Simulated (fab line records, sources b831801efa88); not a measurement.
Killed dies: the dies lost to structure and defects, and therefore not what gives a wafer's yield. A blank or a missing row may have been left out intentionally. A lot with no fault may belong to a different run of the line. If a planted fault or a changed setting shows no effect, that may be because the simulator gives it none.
The tool behind it: which one? + flow gf180mcu + Sampling: 14 lots, 42 wafers, 4 of 602 route steps

## WHAT THE GAUGES SHOWED, per wafer
GF_M4_CD_MEAS_14: target cd 280 nm. Usual: 279.8 nm for cdNm, sd 1.1.
| lot  | measured     | on       | cdNm (nm)         | flag |
|------|--------------|----------|-------------------|------|
| L400 | day 23 10:01 | cdSem-01 | 279.5 280.5 280.4 |      |
| L402 | day 24 03:30 | cdSem-01 | 279.4 281.7 280.2 |      |
| L403 | day 24 21:00 | cdSem-02 | 278.0 279.3 279.3 |      |
| L405 | day 25 08:43 | cdSem-02 | 280.8 280.7 280.3 |      |
| L406 | day 25 13:55 | cdSem-01 | 280.2 279.7 280.4 |      |
| L407 | day 26 00:05 | cdSem-02 | 281.6 282.6 281.4 |      |
| L409 | day 26 08:33 | cdSem-01 | 279.9 280.4 279.8 |      |
| L410 | day 26 19:18 | cdSem-02 | 278.6 279.9 279.1 |      |
| L411 | day 27 10:03 | cdSem-02 | 280.0 279.4 280.3 |      |
| L412 | day 27 15:56 | cdSem-01 | 279.8 279.8 278.5 |      |
| L413 | day 27 18:07 | cdSem-01 | 280.5 281.2 281.1 |      |
| L414 | day 27 22:31 | cdSem-01 | 278.7 280.0 280.2 |      |
| L415 | day 28 10:56 | cdSem-02 | 281.4 282.2 281.0 |      |
| L423 | day 30 10:24 | cdSem-01 | 278.3 278.7 279.1 |      |

GF_V5_THK_MEAS_25: measures by xrf. Usual: V5_W_THK 347 nm, standard deviation 5.6.
| lot  | measured     | on           | V5_W_THK (nm) | flag |
|------|--------------|--------------|---------------|------|
| L400 | day 27 05:55 | filmMetro-04 | 354 356 347   |      |
| L402 | day 27 20:04 | filmMetro-02 | 334 333 335   |      |
| L403 | day 28 13:29 | filmMetro-01 | 349 349 352   |      |
| L405 | day 28 23:54 | filmMetro-01 | 351 354 356   |      |
| L406 | day 29 05:29 | filmMetro-02 | 340 345 340   |      |
| L407 | day 29 14:21 | filmMetro-02 | 345 343 347   |      |
| L409 | day 29 21:38 | filmMetro-02 | 337 338 333   |      |
| L410 | day 30 07:49 | filmMetro-04 | 354 353 357   |      |
| L411 | day 30 20:44 | filmMetro-01 | 346 344 349   |      |
| L412 | day 31 02:41 | filmMetro-01 | 348 347 348   |      |
| L413 | day 31 04:54 | filmMetro-01 | 350 351 349   |      |
| L414 | day 31 08:25 | filmMetro-01 | 348 351 348   |      |
| L415 | day 31 18:46 | filmMetro-02 | 346 350 347   |      |
| L423 | day 33 13:26 | filmMetro-02 | 344 344 342   |      |

## TOOL THAT RAN EACH LOT (tool first, then ch and the chambers of the sampled wafers, then the start)
| lot  | GF_STI_ETCH_14                 | GF_MIM_SPUTTER_03           |
|------|--------------------------------|-----------------------------|
| L400 | rieSi-01 ch 1,2, day 2 01:28   | pvdSputter-04, day 24 11:54 |
| L402 | rieSi-01 ch 1,2, day 2 11:10   | pvdSputter-04, day 25 04:09 |
| L403 | rieSi-02 ch 1,2,3, day 2 16:34 | pvdSputter-04, day 25 21:01 |
| L405 | rieSi-01 ch 1,2, day 3 04:01   | pvdSputter-02, day 26 08:59 |
| L406 | rieSi-02 ch 0,1, day 3 09:48   | pvdSputter-04, day 26 15:13 |
| L407 | rieSi-02 ch 0,1, day 3 16:31   | pvdSputter-03, day 27 00:16 |
| L409 | rieSi-02 ch 0,2,3, day 4 00:01 | pvdSputter-04, day 27 08:13 |
| L410 | rieSi-01 ch 0,1,2, day 4 05:16 | pvdSputter-04, day 27 18:36 |
| L411 | rieSi-01 ch 1,2,3, day 4 11:31 | pvdSputter-03, day 28 08:37 |
| L412 | rieSi-02 ch 0,1,3, day 4 14:28 | pvdSputter-03, day 28 15:21 |
| L413 | rieSi-02 ch 0,1,3, day 4 20:34 | pvdSputter-02, day 28 17:47 |
| L414 | rieSi-02 ch 0,2,3, day 5 03:12 | pvdSputter-03, day 28 21:25 |
| L415 | rieSi-02 ch 0,2,3, day 5 06:55 | pvdSputter-04, day 29 08:52 |
| L423 | rieSi-01 ch 0,1,2, day 6 23:49 | pvdSputter-04, day 31 07:59 |
- GF_STI_ETCH_14: etches Si in HBr/Cl2/O2, target depth 360 nm, time 102.9 s.
- GF_MIM_SPUTTER_03: material Ti, target thk 10 nm, time 6.7 s.

## WHAT THE TOOLS THEMSELVES READ (means of the sampled wafers that have a number; where no wafer has one, the mark that the record gives instead)
GF_STI_ETCH_14. Usual: biasW 150.0 W, standard deviation 0.45; drypumpMotorCurrentA 5.7 A, standard deviation 0.51; oesProductAu 1.002 a.u., standard deviation 0.015; throttleValvePct 25.654 %, standard deviation 0.015.
| lot  | tool     | biasW (W) | drypumpMotorCurrentA (A) | oesProductAu (a.u.) | throttleValvePct (%) | flag |
|------|----------|-----------|--------------------------|---------------------|----------------------|------|
| L400 | rieSi-01 | 150.4     | 5.8                      | 1.013               | 25.656               |      |
| L402 | rieSi-01 | 150.5     | 5.7                      | 1.015               | 25.654               |      |
| L403 | rieSi-02 | 150.1     | 5.3                      | 1.007               | 25.651               |      |
| L405 | rieSi-01 | 150.2     | 6.1                      | 1.015               | 25.653               |      |
| L406 | rieSi-02 | 150.0     | 5.7                      | 0.998               | 25.648               |      |
| L407 | rieSi-02 | 149.7     | 5.8                      | 1.017               | 25.641               |      |
| L409 | rieSi-02 | 150.0     | 5.3                      | 0.996               | 25.657               |      |
| L410 | rieSi-01 | 149.7     | 6.2                      | 0.996               | 25.647               |      |
| L411 | rieSi-01 | 150.5     | 5.9                      | 0.999               | 25.663               |      |
| L412 | rieSi-02 | 150.5     | 5.6                      | 1.006               | 25.647               |      |
| L413 | rieSi-02 | 150.1     | 5.6                      | 1.006               | 25.650               |      |
| L414 | rieSi-02 | 148.6     | 5.3                      | 1.003               | 25.656               | OFF  |
| L415 | rieSi-02 | 148.2     | 5.3                      | 0.992               | 25.662               | OFF  |
| L423 | rieSi-01 | 150.3     | 6.1                      | 0.997               | 25.648               |      |

GF_MIM_SPUTTER_03. Usual: 30.0 % for throttleValvePct, sd 1.
| lot  | tool          | throttleValvePct (%) | flag |
|------|---------------|----------------------|------|
| L400 | pvdSputter-04 | 30.3                 |      |
| L402 | pvdSputter-04 | 30.8                 |      |
| L403 | pvdSputter-04 | 30.1                 |      |
| L405 | pvdSputter-02 | 29.9                 |      |
| L406 | pvdSputter-04 | 29.1                 |      |
| L407 | pvdSputter-03 | 29.1                 |      |
| L409 | pvdSputter-04 | 30.4                 |      |
| L410 | pvdSputter-04 | 29.6                 |      |
| L411 | pvdSputter-03 | 29.5                 |      |
| L412 | pvdSputter-03 | 29.1                 |      |
| L413 | pvdSputter-02 | 31.3                 |      |
| L414 | pvdSputter-03 | 29.1                 |      |
| L415 | pvdSputter-04 | 30.4                 |      |
| L423 | pvdSputter-04 | 28.9                 |      |

## THE ANSWER, worked out from the rows above alone
Rule: take the mean of a lot's wafers that have a number; if it is more than 3 standard deviations from the usual mean, the lot is off. Also off: a lot with no number at a reading for which 4 or more lots have one. All remaining lots with rows at the step are treated as sound. Order of review: gauges by route order, followed by the tools' own readings, for which a lot's mean as printed above is used. The first step at which some lot is off is used, and at that step the reading that is off furthest; a lot without a number counts as furthest.
Off: L414, L415 (GF_STI_ETCH_14, biasW).
If a tool, at that step or one of the process steps before it, ran each lot that is off and ran no sound lot following the first of them, it fits. One fits: rieSi-02 at GF_STI_ETCH_14. A fault onset in the window from L413 (day 4 20:34, its last sound lot) to L414 (day 5 03:12, its first lot off) fits.
On the lots that are off, the tool's own readings at GF_STI_ETCH_14 differ by more than 5 times the standard deviation of the sound lots' means, which bears it out; biasW reads 148.4 W there versus 150.2 W on the sound lots.

## WHAT WAS PUT IN BY THE SIMULATOR
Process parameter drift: rieSi-02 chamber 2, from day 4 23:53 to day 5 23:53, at GF_STI_ETCH_14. Setting biasW, moved by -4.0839, from 150. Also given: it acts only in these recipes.
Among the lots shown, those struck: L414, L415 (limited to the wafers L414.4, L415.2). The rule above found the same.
